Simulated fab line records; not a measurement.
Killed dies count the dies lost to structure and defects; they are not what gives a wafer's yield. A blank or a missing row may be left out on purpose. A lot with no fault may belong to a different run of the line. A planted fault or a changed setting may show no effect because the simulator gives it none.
Which of the tools did it? | flow gf180mcu | 39 wafers from 13 lots sampled at 4 of the route's 602 steps

## WHAT EACH GAUGE READ, for each wafer
GF_POLY_GATE_OVL_MEAS_11. Usual: POLY_GATE_OVL gives -2 nm (standard deviation 6.1).
lot  | measured     | on         | POLY_GATE_OVL (nm) | flag
L932 | day 9 01:29  | overlay-01 | -4 -7 -2           |
L933 | day 9 09:08  | overlay-02 | -10 -10 -2         |
L934 | day 9 12:39  | overlay-02 | -8 -1 -2           |
L935 | day 9 22:22  | overlay-01 | 5 -1 -3            |
L936 | day 10 07:49 | overlay-01 | -10 -2 -3          |
L937 | day 10 13:00 | overlay-02 | -2 4 6             |
L938 | day 10 22:15 | overlay-01 | 1 7 9              |
L939 | day 11 06:57 | overlay-01 | 16 10 10           |
L941 | day 12 08:17 | overlay-02 | -1 -11 -15         |
L942 | day 12 10:28 | overlay-02 | 1 3 -4             |
L944 | day 12 23:54 | overlay-01 | -1 -3 1            |
L947 | day 13 12:58 | overlay-01 | -1 0 -4            |
L948 | day 13 23:49 | overlay-02 | -5 -1 -6           |

GF_HV_LDD_THK_MEAS_57. Usual: HV_LDD_CVD_56_THK gives 89.8 nm (standard deviation 1.1).
lot  | measured     | on            | HV_LDD_CVD_56_THK (nm) | flag
L932 | day 12 08:08 | film metro-04 | 90.9 90.3 90.5         |
L933 | day 12 15:44 | film metro-01 | 90.1 89.6 90.4         |
L934 | day 12 22:48 | film metro-04 | 89.7 88.9 89.6         |
L935 | day 13 05:15 | film metro-04 | 89.8 89.9 89.6         |
L936 | day 13 18:28 | film metro-01 | 90.2 90.0 89.7         |
L937 | day 13 22:40 | film metro-04 | 89.5 90.6 89.4         |
L938 | day 14 09:05 | film metro-01 | 88.8 87.9 88.8         |
L939 | day 14 19:50 | film metro-01 | 89.9 89.8 90.9         |
L941 | day 15 23:59 | film metro-01 | 91.0 92.4 92.2         |
L942 | day 16 03:05 | film metro-02 | 88.0 88.4 88.4         |
L944 | day 16 19:52 | film metro-04 | 90.4 90.6 91.3         |
L947 | day 17 11:34 | film metro-04 | 88.3 89.5 89.2         |
L948 | day 17 22:37 | film metro-01 | 89.4 89.5 90.0         |

## EACH LOT AND THE TOOL THAT RAN IT (in order: tool; ch and the chambers of the sampled wafers; start)
lot  | GF_VT_IMPLANT_STRIP_31               | GF_HV_LDD_STRIP_37
L932 | plasma asher-02 ch 0,1, day 6 18:25  | plasma asher-03 ch 1, day 11 09:43
L933 | plasma asher-02 ch 0, day 7 00:53    | plasma asher-04 ch 0,1, day 11 18:10
L934 | plasma asher-02 ch 0,1, day 7 05:31  | plasma asher-03 ch 0,1, day 11 22:47
L935 | plasma asher-03 ch 0,1, day 7 13:05  | plasma asher-03 ch 0,1, day 12 07:12
L936 | plasma asher-03 ch 0,1, day 7 22:55  | plasma asher-01 ch 0,1, day 12 19:59
L937 | plasma asher-03 ch 0,1, day 8 03:58  | plasma asher-04 ch 0,1, day 13 00:11
L938 | plasma asher-02 ch 0,1, day 8 09:50  | plasma asher-04 ch 0,1, day 13 09:56
L939 | plasma asher-03 ch 0,1, day 8 18:07  | plasma asher-01 ch 0,1, day 13 19:12
L941 | plasma asher-02 ch 0,1, day 9 20:46  | plasma asher-03 ch 0,1, day 14 23:43
L942 | plasma asher-02 ch 0,1, day 9 21:23  | plasma asher-03 ch 0,1, day 15 02:40
L944 | plasma asher-02 ch 0,1, day 10 09:10 | plasma asher-01 ch 0,1, day 15 18:08
L947 | plasma asher-02 ch 0,1, day 10 20:16 | plasma asher-03 ch 0,1, day 16 07:52
L948 | plasma asher-02 ch 0,1, day 11 06:46 | plasma asher-01 ch 0,1, day 16 19:13
- GF_VT_IMPLANT_STRIP_31: strips in O2/N2.
- GF_HV_LDD_STRIP_37: strips in O2/N2.

## WHAT THE TOOLS THEMSELVES READ (means of the sampled wafers that have a number; where no wafer has one, the mark that the record gives instead)
GF_VT_IMPLANT_STRIP_31. Usual: chamber pressure mTorr 1500.0 mTorr, standard deviation 1.4; drypump motor current A 5.7 A, standard deviation 0.51; heater power w 337 W, standard deviation 27; oes product au 0.716 a.u., standard deviation 0.0045; strip time to endpoint s 12.62 s, standard deviation 0.033.
lot  | tool            | chamber pressure mTorr (mTorr) | drypump motor current A (A) | heater power w (W) | oes product au (a.u.) | strip time to endpoint s (s) | flag
L932 | plasma asher-02 | 1500.2                         | 5.5                         | 366                | 0.718                 | 12.62                        |
L933 | plasma asher-02 | 1500.2                         | 5.2                         | 367                | 0.719                 | 12.67                        |
L934 | plasma asher-02 | 1498.5                         | 5.7                         | 362                | 0.716                 | 12.60                        |
L935 | plasma asher-03 | 1498.4                         | 6.2                         | 326                | 0.714                 | 12.63                        |
L936 | plasma asher-03 | 1499.4                         | 6.2                         | 337                | 0.716                 | 12.66                        |
L937 | plasma asher-03 | 1500.8                         | 6.2                         | 335                | 0.716                 | 12.61                        |
L938 | plasma asher-02 | 1499.8                         | 5.7                         | 361                | 0.715                 | 12.63                        |
L939 | plasma asher-03 | 1500.7                         | 6.2                         | 339                | 0.716                 | 12.67                        |
L941 | plasma asher-02 | 1499.8                         | 5.5                         | 357                | 0.719                 | 12.60                        |
L942 | plasma asher-02 | 1500.5                         | 5.8                         | 356                | 0.717                 | 12.62                        |
L944 | plasma asher-02 | 1499.1                         | 5.5                         | 358                | 0.713                 | 12.63                        |
L947 | plasma asher-02 | 1200.2                         | 5.7                         | 358                | 0.676                 | 13.58                        | OFF
L948 | plasma asher-02 | 1199.0                         | 5.7                         | 357                | 0.681                 | 13.54                        | OFF

GF_HV_LDD_STRIP_37. Usual: chamber pressure mTorr 1500.1 mTorr, standard deviation 1.3; drypump motor current A 5.9 A, standard deviation 0.49; heater power w 342 W, standard deviation 32; oes product au 0.717 a.u., standard deviation 0.0047; strip time to endpoint s 12.64 s, standard deviation 0.035.
lot  | tool            | chamber pressure mTorr (mTorr) | drypump motor current A (A) | heater power w (W) | oes product au (a.u.) | strip time to endpoint s (s) | flag
L932 | plasma asher-03 | 1499.7                         | 6.2                         | 353                | 0.719                 | 12.61                        |
L933 | plasma asher-04 | 1499.5                         | 5.1                         | 296                | 0.719                 | 12.58                        |
L934 | plasma asher-03 | 1499.3                         | 6.2                         | 324                | 0.716                 | 12.63                        |
L935 | plasma asher-03 | 1499.8                         | 6.2                         | 339                | 0.719                 | 12.67                        |
L936 | plasma asher-01 | 1501.0                         | 5.9                         | 379                | 0.721                 | 12.62                        |
L937 | plasma asher-04 | 1499.0                         | 5.1                         | 297                | 0.718                 | 12.65                        |
L938 | plasma asher-04 | 1499.9                         | 5.1                         | 297                | 0.715                 | 12.67                        |
L939 | plasma asher-01 | 1500.5                         | 6.2                         | 382                | 0.715                 | 12.64                        |
L941 | plasma asher-03 | 1500.7                         | 6.2                         | 324                | 0.714                 | 12.65                        |
L942 | plasma asher-03 | 1501.3                         | 6.2                         | 327                | 0.721                 | 12.66                        |
L944 | plasma asher-01 | 1499.9                         | 5.9                         | 377                | 0.713                 | 12.66                        |
L947 | plasma asher-03 | 1500.5                         | 6.2                         | 335                | 0.716                 | 12.65                        |
L948 | plasma asher-01 | 1500.3                         | 5.9                         | 372                | 0.715                 | 12.59                        |

## THE ANSWER, worked out from the rows above alone
Rule: lot off if the mean of its wafers having a number is beyond 3 standard deviations from the usual mean. A lot without any number at a reading at which 4 lots or more have one is off too. Any other lot the step has rows for is counted as sound. The gauges are gone through in route order, then the tools' own readings, and for those a lot's mean is taken as printed above. The first step at which some lot is off is used, and at that step the reading that is off furthest; a lot without a number counts as furthest.
Off: L947, L948 (GF_VT_IMPLANT_STRIP_31, chamber pressure mTorr).
If a tool, at that step or one of the process steps before it, ran each lot that is off and ran no sound lot following the first of them, it fits. One candidate fits, namely plasma asher-02 at GF_VT_IMPLANT_STRIP_31. Its last sound lot is L944 (day 10 09:10), its first lot that is off L947 (day 10 20:16): a fault that began between those two fits.
The tool's own readings at GF_VT_IMPLANT_STRIP_31 bear it out: on the lots that are off they differ by more than 5 times the standard deviation of the sound lots' means. chamber pressure mTorr reads 1199.6 mTorr there against 1499.8 mTorr on the sound lots; oes product au reads 0.679 a.u. there against 0.716 a.u. on the sound lots; strip time to endpoint s reads 13.56 s there against 12.63 s on the sound lots.

## WHAT THE SIMULATOR HAD PUT IN
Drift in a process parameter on plasma asher-02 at GF_VT_IMPLANT_STRIP_31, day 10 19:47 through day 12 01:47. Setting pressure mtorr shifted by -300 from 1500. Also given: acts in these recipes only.
Struck lots among those shown: L947, L948. This agrees with what the rule above found.
